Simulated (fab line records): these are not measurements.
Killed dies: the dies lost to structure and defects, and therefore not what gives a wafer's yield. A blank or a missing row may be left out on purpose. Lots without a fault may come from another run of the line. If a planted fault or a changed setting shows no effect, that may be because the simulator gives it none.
fab line records	flow sky130	part 1 of 2: steps 1 to 23 of 34
[record] lots = 5	wafers = 15	last-day = 50
route steps=708 shown VIA2@519 METAL3@532 CAPM@537
lots with no fault: from the same line, run without faults
start-h: start of the lot's first displayed wafer, in hours after the record's first day	wait-h: hours elapsed since this lot's preceding step	" identical to the entry in the row above	L1.1+2: a row that stands for several wafers	- no value, or no start was given	* or withheld: withheld	< > ~ a bound
route shown NAME@n: names a module that has steps shown in the file, with the first one's number in the route	usual: average and standard deviation across the fault-free wafers	same: alike in all rows	chamber/n: place in a boat	sites: readings site by site	_std_site: the values' standard deviation	_edge_site: outer sites' mean less inner sites'	radius-mm: for every site, how far away it sits from the centre of the wafer	mask NAME#n: copy n	behind: the tool/chamber that last shaped the wafer	hold: the reason the lot was held/the length of the hold in hours/how it ended	device: the n, p or np transistor that did not switch	end of line: the same wafers' tests at the end of the route	a step given without rows: its recipe and nothing more	killed: dies lost to structure and defects at the first sort, not the wafer's yield	map: a wafer's dies, x killed, . not, _ none there
set.NAME: the setting that was run; set.NAME@STEP: the one run at that earlier step	model.NAME: the simulator's own value behind a step, which no gauge read
lots at selected steps of the route; one table per step, one row per wafer
services: from which hour (start-h, from the record's first day; less than 0 if before it) a tool's chamber was out of use, for how many hours, and why
[[steps]]
[step SKY_VIA2_CD_MEAS_12]
[recipe] target-cd-nm = 200
[usual] cd-nm = 199.9/1.2
lot.wafer	tool	chamber	start-h	wait-h	cd-nm
L074.2	cd-sem-02	-	860.95	-	199.1
L074.4	"	-	"	"	200.5
L074.5	"	-	"	"	199.8
L087.1	cd-sem-01	-	946.08	-	199.6
L087.3	"	-	"	"	201.8
L087.5	"	-	"	"	200.5
L091.1	cd-sem-01	-	967.39	-	200.6
L091.3	"	-	"	"	201.5
L091.5	"	-	"	"	201.4
L092.2	cd-sem-02	-	979.76	-	195.9
L092.3	"	-	"	"	196.3
L092.5	"	-	"	"	197.3
L095.3	cd-sem-01	-	1011.97	-	200.1
L095.4	"	-	"	"	199.3
L095.5	"	-	"	"	198.9
[step SKY_VIA2_OVL_MEAS_13]
[usual] VIA2_OVL = -1/5.3
lot.wafer	tool	chamber	start-h	wait-h	VIA2_OVL[nm]
L074.2	overlay-01	-	861.06	0.1	-1
L074.4	"	-	"	"	-5
L074.5	"	-	"	"	-2
L087.1	overlay-01	-	946.20	0.1	0
L087.3	"	-	"	"	8
L087.5	"	-	"	"	-4
L091.1	overlay-01	-	967.51	0.1	3
L091.3	"	-	"	"	-1
L091.5	"	-	"	"	-9
L092.2	overlay-02	-	979.86	0.1	-8
L092.3	"	-	"	"	0
L092.5	"	-	"	"	-3
L095.3	overlay-01	-	1012.06	0.1	3
L095.4	"	-	"	"	-3
L095.5	"	-	"	"	-3
[step SKY_VIA2_ETCH_14]
[recipe] chemistry = N2/H2	target = BARC	ion-energy-ev = 200	source-w = 500	bias-w = 100	pressure-mtorr = 30	n2-flow-sccm = 100	h2-flow-sccm = 200	stop-on = SiO2	time-s = 45.9	target-depth-a = 600
[usual] bias-w = 100.06/0.29	drypump-motor-current-A = 5.6/0.46	h2-flow-sccm = 200.0/0.54	oes-product-au = 0.854/0.0047	throttle-valve-pct = 13.224/0.0086
lot.wafer	tool	chamber	start-h	wait-h	bias-w	drypump-motor-current-A	h2-flow-sccm	oes-product-au	rf-hours-counter-h	throttle-valve-pct
L074.2	rie-diel-01	1	861.09	0.0	100.27	5.6	199.7	0.858	17	13.217
L074.4	"	1	"	"	100.69	5.6	200.1	0.852	-	13.221
L074.5	"	2	"	"	99.88	5.4	198.7	0.847	-	13.236
L087.1	rie-diel-01	0	946.24	0.0	99.90	5.9	200.4	0.849	7	13.216
L087.3	"	3	"	"	100.20	5.1	200.4	0.856	9	13.217
L087.5	"	2	"	"	100.01	5.4	199.9	0.853	-	13.230
L091.1	rie-diel-02	1	967.54	0.0	100.13	6.5	199.3	0.847	15	13.227
L091.3	"	3	"	"	100.35	4.7	199.5	0.850	7	13.232
L091.5	"	3	"	"	99.67	4.7	200.7	0.853	-	13.201
L092.2	rie-diel-03	1	979.89	0.0	99.82	6.0	200.0	0.855	0	13.222
L092.3	"	0	"	"	99.90	5.7	200.5	0.849	3	13.222
L092.5	"	3	"	"	100.39	6.3	199.6	0.853	-	13.235
L095.3	rie-diel-01	1	1012.09	0.0	99.76	5.6	199.3	0.854	21	13.238
L095.4	"	3	"	"	100.13	5.1	200.4	0.852	12	13.230
L095.5	"	3	"	"	99.99	5.1	199.7	0.858	-	13.219
[step SKY_VIA2_ETCH_15]
[recipe] target = SiO2	chemistry = C4F8/O2/Ar	target-depth-nm = 546	stop-on = TiN	mask-material = KrF-thick	source-w = 1500	bias-w = 1200	pressure-mtorr = 40	c4f8-flow-sccm = withheld	O2_flow_sccm = 6	Ar_flow_sccm = 300	time-s = 84
[usual] bias-w = 1200/3.8	oes-product-au = 0.940/0.0042
lot.wafer	tool	chamber	start-h	wait-h	bias-w	oes-product-au	rf-hours-counter-h
L074.2	rie-diel-01	1	861.13	0.0	1197	0.942	17
L074.4	"	1	"	"	1195	0.941	-
L074.5	"	2	"	"	1197	0.937	-
L087.1	rie-diel-01	0	946.28	0.0	1196	0.937	7
L087.3	"	3	"	"	1201	0.938	9
L087.5	"	2	"	"	1203	0.940	-
L091.1	rie-diel-02	1	967.58	0.0	1198	0.937	15
L091.3	"	3	"	"	1198	0.947	7
L091.5	"	3	"	"	1203	0.934	-
L092.2	rie-diel-03	1	979.93	0.0	1200	0.946	0
L092.3	"	0	"	"	1195	0.937	3
L092.5	"	3	"	"	1198	0.946	-
L095.3	rie-diel-01	1	1012.13	0.0	1199	0.938	21
L095.4	"	3	"	"	1201	0.943	12
L095.5	"	3	"	"	1197	0.931	-
[step SKY_VIA2_STRIP_16]
[recipe] chemistry = O2/N2	power-w = 1400	pressure-mtorr = 1500	platen-temp-c = withheld	o2-flow-sccm = 3000	n2-flow-sccm = 300	overash-fraction = 0.5
[usual] drypump-motor-current-A = 5.6/0.53	oes-product-au = 0.399/0.0046	strip-time-to-endpoint-s = 4.047/0.026
lot.wafer	tool	chamber	start-h	wait-h	drypump-motor-current-A	oes-product-au	rf-hours-counter-h	strip-time-to-endpoint-s
L074.2	plasma-asher-04	0	861.19	0.0	5.0	0.399	105	4.054
L074.4	"	1	"	"	5.2	0.401	-	4.050
L074.5	"	0	"	"	5.0	0.392	-	4.020
L087.1	plasma-asher-04	0	946.34	0.0	5.0	0.394	114	4.038
L087.3	"	0	"	"	5.0	0.394	-	4.019
L087.5	"	0	"	"	5.0	0.405	-	4.015
L091.1	plasma-asher-01	0	967.65	0.0	6.3	0.402	55	4.045
L091.3	"	1	"	"	5.7	0.403	-	4.052
L091.5	"	0	"	"	6.3	0.397	-	4.033
L092.2	plasma-asher-02	1	980.00	0.0	6.1	0.403	85	4.101
L092.3	"	0	"	"	5.0	0.405	-	4.098
L092.5	"	0	"	"	5.0	0.404	-	4.075
L095.3	plasma-asher-02	0	1012.22	0.1	5.0	0.391	-	4.052
L095.4	"	1	"	"	6.1	0.398	-	4.027
L095.5	"	0	"	"	5.0	0.401	-	4.035
[step SKY_VIA2_STRIP_17]
[recipe] chemistry = post-etch-residue-remover	time-s = 1200	temp-c = 72.5
[usual] bath-heat-duty-pct = 15.0/1.6
lot.wafer	tool	chamber	start-h	wait-h	bath-heat-duty-pct
L074.2	wet-bench-04	2	861.29	0.1	15.6
L074.4	"	2	"	"	15.6
L074.5	"	2	"	"	15.6
L087.1	wet-bench-01	2	946.44	0.1	13.0
L087.3	"	2	"	"	12.7
L087.5	"	2	"	"	14.0
L091.1	wet-bench-01	3	967.75	0.1	17.8
L091.3	"	3	"	"	17.1
L091.5	"	3	"	"	17.9
L092.2	wet-bench-04	0	980.10	0.1	14.1
L092.3	"	0	"	"	15.1
L092.5	"	0	"	"	14.7
L095.3	wet-bench-01	3	1012.29	0.0	16.4
L095.4	"	3	"	"	16.6
L095.5	"	3	"	"	16.9
[step SKY_VIA2_CLEAN_18]
[recipe] chemistry = IPA	time-s = 180	temp-c = 25
[usual] bath-heat-duty-pct = 6.6/0.68
lot.wafer	tool	chamber	start-h	wait-h	bath-heat-duty-pct
L074.2	wet-bench-01	0	861.70	0.0	6.5
L074.4	"	0	"	"	6.0
L074.5	"	0	"	"	6.5
L087.1	wet-bench-04	0	946.78	0.0	5.6
L087.3	"	0	"	"	6.1
L087.5	"	0	"	"	5.7
L091.1	wet-bench-04	3	968.12	0.0	7.3
L091.3	"	3	"	"	6.8
L091.5	"	3	"	"	6.9
L092.2	wet-bench-01	1	980.44	0.0	7.7
L092.3	"	1	"	"	7.1
L092.5	"	1	"	"	6.3
L095.3	wet-bench-03	2	1012.63	0.0	5.6
L095.4	"	2	"	"	5.9
L095.5	"	2	"	"	5.5
[step SKY_VIA2_CLEAN_19]
[recipe] chemistry = O3/DIW	dry = n2-spin
lot.wafer	tool	chamber	start-h	wait-h
L074.2+4+5	wet-bench-04	2	861.82	0.0
L087.1+3+5	wet-bench-01	0	946.85	0.0
L091.1+3+5	wet-bench-01	0	968.18	0.0
L092.2+3+5	wet-bench-04	2	980.50	0.0
L095.3+4+5	wet-bench-01	0	1012.69	0.0
[step SKY_VIA2_SPUTTER_20]
[recipe] material = TiN	target-thk-nm = 20	chamber-pressure-pa = 5	power-w = 4000	time-s = 80
[usual] throttle-valve-pct = 29.4/0.78
lot.wafer	tool	chamber	start-h	wait-h	throttle-valve-pct
L074.2	pvd-sputter-01	-	861.92	0.0	29.5
L074.4	"	-	"	"	29.4
L074.5	"	-	"	"	29.7
L087.1	pvd-sputter-01	-	946.94	0.0	29.6
L087.3	"	-	"	"	29.6
L087.5	"	-	"	"	29.5
L091.1	pvd-sputter-03	-	968.28	0.0	29.4
L091.3	"	-	"	"	28.0
L091.5	"	-	"	"	27.8
L092.2	pvd-sputter-02	-	980.59	0.0	29.7
L092.3	"	-	"	"	30.2
L092.5	"	-	"	"	28.7
L095.3	pvd-sputter-03	-	1012.78	0.0	28.2
L095.4	"	-	"	"	30.7
L095.5	"	-	"	"	29.6
[step SKY_VIA2_CVD_21]
[recipe] material = W	target-thk-nm = 420	time-s = 126.4	temp-c = 401.8	pressure-torr = 40
[usual] heater-power-w = 905/87	susceptor-temp-C = 401.74/0.23
lot.wafer	tool	chamber	start-h	wait-h	heater-power-w	susceptor-temp-C
L074.2	cvd-w-02	0	861.99	0.0	1022	402.01
L074.4	"	1	"	"	852	401.75
L074.5	"	1	"	"	836	401.80
L087.1	cvd-w-02	0	947.00	0.0	1035	401.89
L087.3	"	1	"	"	829	401.78
L087.5	"	1	"	"	862	402.08
L091.1	cvd-w-02	1	968.34	0.0	851	401.55
L091.3	"	1	"	"	870	401.65
L091.5	"	0	"	"	1014	401.60
L092.2	cvd-w-02	0	980.65	0.0	1049	401.69
L092.3	"	1	"	"	835	401.65
L092.5	"	1	"	"	845	401.16
L095.3	cvd-w-02	1	1012.89	0.1	839	401.40
L095.4	"	0	"	"	1028	401.77
L095.5	"	0	"	"	1039	401.44
[step SKY_VIA2_RS_MEAS_22]
[recipe] thk-meas-gauge = four-point-probe	reads = W_of_VIA2_CVD_21+TiN_of_VIA2_SPUTTER_20
[usual] VIA2_W_RS = 0.2640/0.0026
lot.wafer	tool	chamber	start-h	wait-h	VIA2_W_RS[ohm/sq]
L074.2	film-metro-02	-	862.14	0.1	0.2643
L074.4	"	-	"	"	0.2622
L074.5	"	-	"	"	0.2612
L087.1	film-metro-04	-	947.13	0.1	0.2625
L087.3	"	-	"	"	0.2606
L087.5	"	-	"	"	0.2634
L091.1	film-metro-02	-	968.47	0.1	0.2679
L091.3	"	-	"	"	0.2657
L091.5	"	-	"	"	0.2690
L092.2	film-metro-02	-	980.81	0.1	0.2661
L092.3	"	-	"	"	0.2614
L092.5	"	-	"	"	0.2651
L095.3	film-metro-02	-	1013.01	0.1	0.2650
L095.4	"	-	"	"	0.2657
L095.5	"	-	"	"	0.2642
[step SKY_VIA2_THK_MEAS_23]
[recipe] thk-meas-gauge = xrf	reads = W_of_VIA2_CVD_21
[usual] VIA2_W_THK = 430/7.1
lot.wafer	tool	chamber	start-h	wait-h	VIA2_W_THK[nm]
L074.2	film-metro-02	-	862.25	0.1	441
L074.4	"	-	"	"	442
L074.5	"	-	"	"	443
L087.1	film-metro-04	-	947.25	0.1	442
L087.3	"	-	"	"	441
L087.5	"	-	"	"	435
L091.1	film-metro-02	-	968.59	0.1	421
L091.3	"	-	"	"	430
L091.5	"	-	"	"	421
L092.2	film-metro-02	-	980.92	0.1	428
L092.3	"	-	"	"	431
L092.5	"	-	"	"	426
L095.3	film-metro-02	-	1013.11	0.1	427
L095.4	"	-	"	"	429
L095.5	"	-	"	"	429
[step SKY_VIA2_CMP_24]
[recipe] stop-on = SiO2	t-overpolish-s = 20	down-force-psi = 3.5	platen-rpm = 60	target-thk-nm = 0	pad-velocity-m-s = 0.94248
[usual] motor-current-A = 10.8/1	overpolish-run-s = 20.001/0.0094	time-to-endpoint-s = 103/3.2
lot.wafer	tool	chamber	start-h	wait-h	motor-current-A	overpolish-run-s	time-to-endpoint-s
L074.4	cmp-02	0	862.35	0.1	9.3	20.013	104
L074.2	"	2	"	"	9.7	20.011	102
L074.5	"	0	"	"	9.4	20.011	102
L087.1	cmp-01	0	947.36	0.1	11.4	20.032	101
L087.3	"	2	"	"	10.0	20.020	109
L087.5	"	0	"	"	11.4	20.015	102
L091.3	cmp-01	0	968.70	0.1	12.0	19.997	103
L091.1	"	2	"	"	11.5	20.001	106
L091.5	"	0	"	"	11.3	20.019	105
L092.2	cmp-01	3	981.11	0.2	11.5	19.996	102
L092.3	"	1	"	"	10.3	19.985	105
L092.5	"	2	"	"	11.1	20.016	104
L095.3	cmp-01	3	1013.25	0.1	11.1	20.003	103
L095.4	"	0	"	"	12.0	19.995	100
L095.5	"	1	"	"	10.1	19.993	100
[step SKY_METAL3_SPUTTER_00]
[recipe] material = Ti	target-thk-nm = 15	power-w = 3000	time-s = 10	chamber-pressure-pa = 0.4
[usual] throttle-valve-pct = 29.7/0.7
lot.wafer	tool	chamber	start-h	wait-h	throttle-valve-pct
L074.2	pvd-sputter-04	-	862.60	0.1	30.4
L074.4	"	-	"	"	31.6
L074.5	"	-	"	"	31.8
L087.1	pvd-sputter-01	-	947.61	0.2	29.6
L087.3	"	-	"	"	29.6
L087.5	"	-	"	"	29.5
L091.1	pvd-sputter-02	-	968.95	0.1	29.6
L091.3	"	-	"	"	30.2
L091.5	"	-	"	"	29.5
L092.2	pvd-sputter-01	-	981.36	0.2	29.3
L092.3	"	-	"	"	29.7
L092.5	"	-	"	"	29.2
L095.3	pvd-sputter-01	-	1013.45	0.1	29.6
L095.4	"	-	"	"	29.7
L095.5	"	-	"	"	29.5
[step SKY_METAL3_SPUTTER_01]
[recipe] material = TiN	target-thk-nm = 20	power-w = 6500	time-s = 16.7	chamber-pressure-pa = 0.4
[usual] throttle-valve-pct = 29.7/0.72
lot.wafer	tool	chamber	start-h	wait-h	throttle-valve-pct
L074.2	pvd-sputter-04	-	862.62	0.0	30.5
L074.4	"	-	"	"	32.1
L074.5	"	-	"	"	31.8
L087.1	pvd-sputter-01	-	947.63	0.0	29.5
L087.3	"	-	"	"	29.6
L087.5	"	-	"	"	29.6
L091.1	pvd-sputter-02	-	968.97	0.0	29.8
L091.3	"	-	"	"	30.0
L091.5	"	-	"	"	29.5
L092.2	pvd-sputter-01	-	981.38	0.0	29.5
L092.3	"	-	"	"	29.5
L092.5	"	-	"	"	29.5
L095.3	pvd-sputter-01	-	1013.48	0.0	29.6
L095.4	"	-	"	"	29.7
L095.5	"	-	"	"	29.9
[step SKY_METAL3_SPUTTER_02]
[recipe] material = AlCu	target-thk-nm = 735	power-w = 10600	time-s = 39.1	chamber-pressure-pa = 0.4
[usual] throttle-valve-pct = 29.7/0.68
lot.wafer	tool	chamber	start-h	wait-h	throttle-valve-pct
L074.2	pvd-sputter-04	-	862.64	0.0	30.7
L074.4	"	-	"	"	31.8
L074.5	"	-	"	"	31.9
L087.1	pvd-sputter-01	-	947.66	0.0	29.8
L087.3	"	-	"	"	29.5
L087.5	"	-	"	"	29.6
L091.1	pvd-sputter-02	-	969.00	0.0	29.7
L091.3	"	-	"	"	30.0
L091.5	"	-	"	"	29.5
L092.2	pvd-sputter-01	-	981.41	0.0	29.5
L092.3	"	-	"	"	29.5
L092.5	"	-	"	"	29.5
L095.3	pvd-sputter-01	-	1013.50	0.0	29.6
L095.4	"	-	"	"	29.5
L095.5	"	-	"	"	29.9
[step SKY_METAL3_SPUTTER_03]
[recipe] material = Ti	target-thk-nm = 5	power-w = 3000	time-s = 3.3	chamber-pressure-pa = 0.4
[usual] throttle-valve-pct = 29.7/0.68
lot.wafer	tool	chamber	start-h	wait-h	throttle-valve-pct
L074.2	pvd-sputter-04	-	862.68	0.0	30.4
L074.4	"	-	"	"	31.7
L074.5	"	-	"	"	31.7
L087.1	pvd-sputter-01	-	947.70	0.0	29.7
L087.3	"	-	"	"	29.3
L087.5	"	-	"	"	29.5
L091.1	pvd-sputter-02	-	969.04	0.0	30.0
L091.3	"	-	"	"	30.0
L091.5	"	-	"	"	29.4
L092.2	pvd-sputter-01	-	981.45	0.0	29.6
L092.3	"	-	"	"	29.3
L092.5	"	-	"	"	29.7
L095.3	pvd-sputter-01	-	1013.54	0.0	29.7
L095.4	"	-	"	"	29.4
L095.5	"	-	"	"	29.9
[step SKY_METAL3_SPUTTER_04]
[recipe] material = TiN	target-thk-nm = 70	power-w = 6500	time-s = 58.3	chamber-pressure-pa = 0.4
[usual] throttle-valve-pct = 29.7/0.68
lot.wafer	tool	chamber	start-h	wait-h	throttle-valve-pct
L074.2	pvd-sputter-04	-	862.70	0.0	30.6
L074.4	"	-	"	"	31.8
L074.5	"	-	"	"	31.7
L087.1	pvd-sputter-01	-	947.72	0.0	29.3
L087.3	"	-	"	"	29.7
L087.5	"	-	"	"	29.6
L091.1	pvd-sputter-02	-	969.05	0.0	29.7
L091.3	"	-	"	"	29.9
L091.5	"	-	"	"	29.8
L092.2	pvd-sputter-01	-	981.46	0.0	29.5
L092.3	"	-	"	"	29.5
L092.5	"	-	"	"	29.5
L095.3	pvd-sputter-01	-	1013.56	0.0	29.6
L095.4	"	-	"	"	29.5
L095.5	"	-	"	"	30.0
[step SKY_CAPM_CVD_00]
[recipe] material = SiO2	target-thk-nm = 15.5	temp-c = 400	time-s = withheld	rf-w = 450
[usual] heater-power-w = 718/92	susceptor-temp-C = 400.01/0.21
lot.wafer	tool	chamber	start-h	wait-h	heater-power-w	susceptor-temp-C
L074.2	pecvd-02	0	862.75	0.0	789	399.82
L074.4	"	2	"	"	873	399.78
L074.5	"	1	"	"	618	400.18
L087.1	pecvd-04	0	947.77	0.0	738	400.48
L087.3	"	1	"	"	792	399.90
L087.5	"	1	"	"	794	400.06
L091.1	pecvd-01	1	969.10	0.0	699	399.94
L091.3	"	2	"	"	789	400.24
L091.5	"	0	"	"	600	399.67
L092.2	pecvd-01	0	981.51	0.0	645	399.91
L092.3	"	1	"	"	758	400.19
L092.5	"	1	"	"	744	400.17
L095.3	pecvd-01	1	1013.61	0.0	748	399.94
L095.4	"	1	"	"	752	399.95
L095.5	"	2	"	"	677	399.82
[step SKY_CAPM_THK_MEAS_01]
[recipe] reads = SiO2_of_CAPM_CVD_00
[usual] CAPM_CVD_00_THK = 15.47/0.27
lot.wafer	tool	chamber	start-h	wait-h	CAPM_CVD_00_THK[nm]
L074.2	film-metro-04	-	862.78	-	15.50
L074.4	"	-	"	"	15.52
L074.5	"	-	"	"	15.45
L087.1	film-metro-04	-	947.79	-	15.67
L087.3	"	-	"	"	15.66
L087.5	"	-	"	"	15.59
L091.1	film-metro-04	-	969.12	-	15.13
L091.3	"	-	"	"	15.15
L091.5	"	-	"	"	15.61
L092.2	film-metro-01	-	981.56	-	15.26
L092.3	"	-	"	"	15.17
L092.5	"	-	"	"	15.24
L095.3	film-metro-02	-	1013.65	-	15.04
L095.4	"	-	"	"	15.63
L095.5	"	-	"	"	15.66
[step SKY_CAPM_SPUTTER_02]
[recipe] material = TiN	target-thk-nm = 200	temp-c = 300	power-w = 6500	time-s = 159.7	chamber-pressure-pa = 0.4
[usual] substrate-temp-c = 300.01/0.21	susceptor-temp-C = 300.02/0.18	throttle-valve-pct = 29.6/0.92
lot.wafer	tool	chamber	start-h	wait-h	substrate-temp-c	susceptor-temp-C	throttle-valve-pct
L074.2	pvd-sputter-03	-	862.83	0.0	299.62	299.76	29.4
L074.4	"	-	"	"	300.00	299.55	27.8
L074.5	"	-	"	"	299.92	299.94	27.8
L087.1	pvd-sputter-04	-	947.85	0.1	300.18	300.28	28.6
L087.3	"	-	"	"	299.84	300.11	31.7
L087.5	"	-	"	"	300.09	300.23	28.6
L091.1	pvd-sputter-01	-	969.18	0.1	300.05	299.90	29.8
L091.3	"	-	"	"	300.31	300.03	29.6
L091.5	"	-	"	"	299.80	299.84	29.5
L092.2	pvd-sputter-03	-	981.61	0.0	299.91	299.67	27.7
L092.3	"	-	"	"	300.25	300.17	29.3
L092.5	"	-	"	"	300.09	300.31	28.1
L095.3	pvd-sputter-03	-	1013.69	0.0	299.71	300.29	29.2
L095.4	"	-	"	"	300.04	300.11	27.7
L095.5	"	-	"	"	299.49	300.09	30.9
[step SKY_CAPM_RS_MEAS_03]
[recipe] thk-meas-gauge = four-point-probe	reads = TiN_of_CAPM_SPUTTER_02
[usual] CAPM_TIN_RS = 7.25/0.087
lot.wafer	tool	chamber	start-h	wait-h	CAPM_TIN_RS[ohm/sq]
L074.2	film-metro-01	-	862.96	0.1	7.25
L074.4	"	-	"	"	7.29
L074.5	"	-	"	"	7.32
L087.1	film-metro-02	-	947.96	0.1	7.18
L087.3	"	-	"	"	7.29
L087.5	"	-	"	"	7.24
L091.1	film-metro-02	-	969.29	0.1	7.20
L091.3	"	-	"	"	7.17
L091.5	"	-	"	"	7.05
L092.2	film-metro-02	-	981.74	0.1	7.21
L092.3	"	-	"	"	7.24
L092.5	"	-	"	"	7.24
L095.3	film-metro-01	-	1013.84	0.1	7.40
L095.4	"	-	"	"	7.34
L095.5	"	-	"	"	7.38
[step SKY_CAPM_THK_MEAS_04]
[recipe] thk-meas-gauge = xrf	reads = TiN_of_CAPM_SPUTTER_02
[usual] CAPM_TIN_THK = 189.1/2.7
lot.wafer	tool	chamber	start-h	wait-h	CAPM_TIN_THK[nm]
L074.2	film-metro-01	-	863.07	0.1	187.9
L074.4	"	-	"	"	186.7
L074.5	"	-	"	"	185.7
L087.1	film-metro-02	-	948.08	0.1	191.9
L087.3	"	-	"	"	190.7
L087.5	"	-	"	"	190.6
L091.1	film-metro-02	-	969.41	0.1	191.3
L091.3	"	-	"	"	193.0
L091.5	"	-	"	"	196.5
L092.2	film-metro-02	-	981.85	0.1	191.2
L092.3	"	-	"	"	190.0
L092.5	"	-	"	"	191.8
L095.3	film-metro-01	-	1013.94	0.1	185.3
L095.4	"	-	"	"	186.2
L095.5	"	-	"	"	184.7
